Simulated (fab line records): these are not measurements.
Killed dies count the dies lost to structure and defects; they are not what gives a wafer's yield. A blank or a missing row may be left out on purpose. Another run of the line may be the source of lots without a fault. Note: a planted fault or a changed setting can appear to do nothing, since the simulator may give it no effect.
Matching of chambers :: flow sky130 :: 4 sister chambers for SKY_VIA1_CMP_02 on cmp-02
The step polishes SiO2. 16 wafers are shown with their chamber, then 8 later ones without.

## WAFERS, EACH WITH ITS CHAMBER
wafer: L488.1
chamber: 1
motor current A (A): 12.0

wafer: L488.3
chamber: 2
motor current A (A): 10.6

wafer: L488.6
chamber: 0
motor current A (A): 9.8

wafer: L491.1
chamber: 2
motor current A (A): 10.4

wafer: L491.4
chamber: 0
motor current A (A): 10.4

wafer: L491.5
chamber: 2
motor current A (A): 10.4

wafer: L493.4
chamber: 2
motor current A (A): 10.7

wafer: L493.5
chamber: 2
motor current A (A): 10.6

wafer: L493.6
chamber: 1
motor current A (A): 12.7

wafer: L494.1
chamber: 1
motor current A (A): 12.2

wafer: L494.3
chamber: 2
motor current A (A): 10.4

wafer: L494.4
chamber: 3
motor current A (A): 13.8

wafer: L495.1
chamber: 2
motor current A (A): 10.1

wafer: L495.2
chamber: 3
motor current A (A): 13.3

wafer: L495.3
chamber: 0
motor current A (A): 9.7

wafer: L497.1
chamber: 3
motor current A (A): 13.7

SIGNATURES (means of the wafers above)
reading: motor current A
chamber 0: 9.967
chamber 1: 12.300
chamber 2: 10.457
chamber 3: 13.600
scatter within a chamber: 0.277
Rule: distance of a wafer from a chamber = root of the sum over the readings of ((wafer's reading minus chamber's mean) / reading's scatter) squared. The wafer belongs to the nearest chamber; if the next one is less than 2 further off, it can't be placed. The scatter: take each reading less its chamber's mean, square it, sum over the shown wafers, divide by the number of wafers less the number of chambers, and take the root.

## WAFERS MISSING THEIR CHAMBER
wafer: L497.2
motor current A (A): 12.0

wafer: L497.6
motor current A (A): 10.2

wafer: L498.2
motor current A (A): 10.4

wafer: L498.5
motor current A (A): 10.2

wafer: L498.6
motor current A (A): 12.6

wafer: L507.3
motor current A (A): 9.8

wafer: L507.5
motor current A (A): 14.1

wafer: L507.6
motor current A (A): 10.5

## THE CHAMBER EACH PASSED THROUGH
wafer: L497.2
from the rows above: 1
in truth: 1

wafer: L497.6
from the rows above: can't be placed: 0 or 2
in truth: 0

wafer: L498.2
from the rows above: can't be placed: 2 or 0
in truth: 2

wafer: L498.5
from the rows above: can't be placed: 0 or 2
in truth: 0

wafer: L498.6
from the rows above: 1
in truth: 1

wafer: L507.3
from the rows above: can't be placed: 0 or 2
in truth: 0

wafer: L507.5
from the rows above: 3
in truth: 3

wafer: L507.6
from the rows above: can't be placed: 2 or 0
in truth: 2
Correctly placed: 3 of 8. Not placeable from these rows: 5 (in 5, the candidates include the true chamber). Wrongly placed: 0.
